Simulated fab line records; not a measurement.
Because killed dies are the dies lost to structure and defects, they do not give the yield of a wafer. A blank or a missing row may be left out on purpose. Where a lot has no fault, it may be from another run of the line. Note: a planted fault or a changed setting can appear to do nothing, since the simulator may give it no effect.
Which tool did it?	flow gf180mcu	Sampling: 6 lots, 18 wafers, 3 of 602 route steps

WHAT THE GAUGES READ, wafer by wafer
GF_DNWELL_TW_MEAS_09.
lot	measured	on	DNWELL_TW
L478	day 3 00:14	film-metro-02	1351 1351 1353
L485	day 4 14:51	film-metro-04	1316 1325 1319
L489	day 5 11:35	film-metro-02	1348 1355 1351
L492	day 6 04:47	film-metro-01	1367 1365 1371
L496	day 6 23:02	film-metro-04	1342 1340 1344
L499	day 7 16:25	film-metro-04	1330 1332 1326

WHICH TOOL RAN EACH LOT (tool, then ch and the chambers of the sampled wafers, then the start)
lot	GF_STI_ETCH_13	GF_STI_STRIP_15
L478	rie-diel-03 ch 0,2, day 2 06:55	plasma-asher-01 ch 0,1, day 2 07:04
L485	rie-diel-03 ch 2,3, day 3 19:32	plasma-asher-01 ch 0,1, day 3 19:41
L489	rie-diel-01 ch 1,3, day 4 15:43	plasma-asher-03 ch 0,1, day 4 15:53
L492	rie-diel-03 ch 0,2,3, day 5 09:43	plasma-asher-03 ch 0,1, day 5 09:53
L496	rie-diel-03 ch 0,2,3, day 6 02:14	plasma-asher-04 ch 0,1, day 6 02:23
L499	rie-diel-01 ch 1,3, day 6 19:38	plasma-asher-01 ch 0,1, day 6 19:47
- GF_STI_ETCH_13: etches the open film in CHF3/O2, stops on Si, target depth 282.31 nm, time 112.9 s.
- GF_STI_STRIP_15: strips in O2/N2.

THE ANSWER, worked out from the rows above alone
Rule: the lots themselves supply what counts as usual. Put in order of their means at a reading, lots are off if they are a third of the lots or fewer, leave a main group of 4 or more, and stand apart from it by a gap of 3 or more times the standard deviation of the main group's means; of several such gaps the widest counts. The tables above print the reading to a certain number of digits; a main group whose means all agree to those digits is not used. A lot without any number at a reading at which 4 lots or more have one is off too. Any other lot the step has rows for is counted as sound.
No lot is off on any of the readings shown, so nothing can be concluded from this.

WHAT THE SIMULATOR HAD INSERTED
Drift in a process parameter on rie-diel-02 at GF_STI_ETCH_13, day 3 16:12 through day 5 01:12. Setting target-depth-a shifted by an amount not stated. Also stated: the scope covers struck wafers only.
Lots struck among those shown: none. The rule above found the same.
